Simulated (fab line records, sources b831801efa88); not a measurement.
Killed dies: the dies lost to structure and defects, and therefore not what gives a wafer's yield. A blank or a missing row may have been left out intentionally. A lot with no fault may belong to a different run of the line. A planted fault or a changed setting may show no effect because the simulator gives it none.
Comparing a struck lot with a sound one	flow gf180mcu	37 out of 602 route steps
Sound: these wafers, L660.1, L660.2, L660.4. Struck: wafer L669.6; the same lot's L669.1 was not struck, so it is left out; see the end for the cause.
Order at every step that has rows: each side's tool, ch and its chambers, its first start. Under that, the readings that differ: sound wafers	struck wafers	difference of the means	sigmas: that difference in standard deviations of wafers without a fault.
alike: a reading whose means differ by less than 2 such deviations, as well as words and numbers matching on both sides. not compared: withheld readings; readings where some wafer has no value; bounds like >300 that might hide an equal value; numbers whose values overlap and for which the record gives no deviation.
Wherever a step has rows on one side only, a row that says differs or no value, or a row with sigmas, the two part there. Non-overlapping numbers with no deviation appear without sigmas and do not part them. A reading missing from all wafers of one side parts the sides only when that side holds two or more wafers.

first, 1 step without rows for these wafers: GF_M5_DEVELOP_06 (develop time 60 s).
GF_M5_CD_MEAS_07 targets a cd of 280 nm.
  sound on cd-sem-02 at day 26 11:03; struck on cd-sem-02 at day 29 14:10
  alike: cd-nm
GF_M5_OVL_MEAS_08:
  sound on overlay-01 at day 26 11:10; struck on overlay-01 at day 29 14:17
  alike: M5_OVL
then, 6 steps without rows for these wafers: GF_M5_ETCH_09 (etches Si3N4 in CF4/O2, target depth 52 nm, time 11.6 s); GF_M5_METAL_ETCH_10 (etches the open film in Cl2/BCl3, stops on SiO2, target depth 750.8 nm, time 125.1 s); GF_M5_STRIP_11 (strips in O2/N2); GF_M5_STRIP_12 (strips in post etch residue remover, time 1200 s); GF_M5_CLEAN_13 (cleans in DIW); GF_V5_CVD_00 (deposits SiO2, target thk 300 nm, time 50 s).
GF_V5_THK_MEAS_01:
  sound on film-metro-02 at day 26 11:56; struck on film-metro-04 at day 29 15:02
  alike: V5_CVD_00_THK
GF_V5_CVD_02: deposits SiO2 from TEOS, target thk 1450 nm, time 163.28 s.
  sound on pecvd-01 ch 1,2, day 26 12:00; struck on pecvd-01 ch 0, day 29 15:06
  alike: heater-power-w
  not compared: since-wet-clean-h
GF_V5_THK_MEAS_03:
  sound on film-metro-04 at day 26 12:06; struck on film-metro-02 at day 29 15:16
  alike: V5_CVD_02_THK
GF_V5_CMP_04: polishes SiO2.
  sound on cmp-02 ch 0,2,3, day 26 12:10; struck on cmp-02 ch 0, day 29 15:19
reading	sound	struck	difference	sigmas
model.SiO2_of_V5_CVD_02.thk-nm (nm)	854.3 855.7 854.9	941.5	+86.5	
  alike: motor-current-A, slurry-flow-ml-min
GF_V5_BOW_MEAS_05:
  sound on film-metro-02 at day 26 12:28; struck on film-metro-03 at day 29 15:37
  alike: V5_BOW
then, 8 steps without rows for these wafers: GF_V5_DEHYDRATE_06 (time 60 s); GF_V5_HMDS_07 (prime time 60 s); GF_V5_COAT_08; GF_V5_COAT_09 (resist thk 1000 nm); GF_V5_SOFTBAKE_10 (time 60 s); GF_V5_EXPOSE_11 (exposes mask Via5, target cd 260 nm); GF_V5_PEB_12 (peb time 90 s); GF_V5_DEVELOP_13 (develop time 60 s).
GF_V5_CD_MEAS_14 targets a cd of 260 nm.
  sound on cd-sem-02 at day 27 08:25; struck on cd-sem-01 at day 30 09:49
reading	sound	struck	difference	sigmas
cd-nm (nm)	261.1 261.5 260.9	258.5	-2.7	-2
GF_V5_OVL_MEAS_15:
  sound on overlay-01 at day 27 08:32; struck on overlay-02 at day 30 09:56
  alike: V5_OVL
then, 1 step without rows for these wafers: GF_V5_ETCH_16 (etches BARC in N2/H2).
GF_V5_ETCH_17: etches SiO2 in C4F8/O2/Ar, stops on TiN, target depth 855 nm.
  sound: rie-diel-03 ch 0,1,3; struck: rie-diel-02 ch 3
reading	sound	struck	difference	sigmas
oes-product-au (a.u.)	0.863 0.867 0.853	0.916	+0.055	+13
model.etch.depth-nm (nm)	854.3 855.7 854.9	941.5	+86.5	
model.V5.feature-depth-nm (nm)	854.3 855.7 854.9	941.5	+86.5	
  alike: bias-w
GF_V5_STRIP_18: strips in O2/N2.
  sound on plasma-asher-01 ch 0,1, day 27 08:44; struck on plasma-asher-03 ch 0, day 30 10:08
  alike: drypump-motor-current-A, heater-power-w, o2-flow-sccm, oes-product-au
  not compared: rf-hours-counter-h
then, 2 steps without rows for these wafers: GF_V5_STRIP_19 (strips in post etch residue remover, time 1200 s); GF_V5_CLEAN_20 (cleans in DIW).
GF_V5_SPUTTER_21: material Ti, target thk 15 nm, time 80.02 s.
  sound on pvd-sputter-01 at day 27 09:21; struck on pvd-sputter-01 at day 30 10:42
  alike: chamber-pressure-pa, throttle-valve-pct
GF_V5_SPUTTER_22: material TiN, target thk 10 nm, time 40 s.
  sound on pvd-sputter-01 at day 27 09:25; struck on pvd-sputter-01 at day 30 10:46
  alike: chamber-pressure-pa, throttle-valve-pct
GF_V5_CVD_23: deposits W, target thk 350 nm, time 104.9 s.
  sound on cvd-w-01 ch 0,1, day 27 09:27; struck on cvd-w-02 ch 0, day 30 10:48
  alike: chamber-pressure-Torr, heater-power-w
  not compared: since-wet-clean-h
GF_V5_RS_MEAS_24: uses a four-point probe to measure.
  sound on film-metro-04 at day 27 09:34; struck on film-metro-04 at day 30 10:55
  alike: V5_W_RS
GF_V5_THK_MEAS_25: measures by xrf.
  sound on film-metro-04 at day 27 09:41; struck on film-metro-04 at day 30 11:02
  alike: V5_W_THK
GF_V5_CMP_26: polishes, stops on SiO2, t overpolish 15 s, target thk 0 nm.
  sound on cmp-02 ch 0,1,2, day 27 09:45; struck on cmp-02 ch 3, day 30 11:15
reading	sound	struck	difference	sigmas
model.SiO2_of_V5_CVD_02.thk-nm (nm)	850.5 852 851.1	937.7	+86.5	
  alike: motor-current-A, slurry-flow-ml-min
then, 1 step without rows for these wafers: GF_TOP_METAL_SPUTTER_00 (material Ti, target thk 37.5 nm, time 150 s).
GF_PASSIVATION_PROBE_99:
  the record holds rows for the sound wafers here (prober-02, day 29 03:35) but none for the struck ones

== WHERE THEY PART ==
Last at GF_PASSIVATION_PROBE_99 as far as this record goes, first at GF_V5_CD_MEAS_14.

WHY: what had been put in by the simulator
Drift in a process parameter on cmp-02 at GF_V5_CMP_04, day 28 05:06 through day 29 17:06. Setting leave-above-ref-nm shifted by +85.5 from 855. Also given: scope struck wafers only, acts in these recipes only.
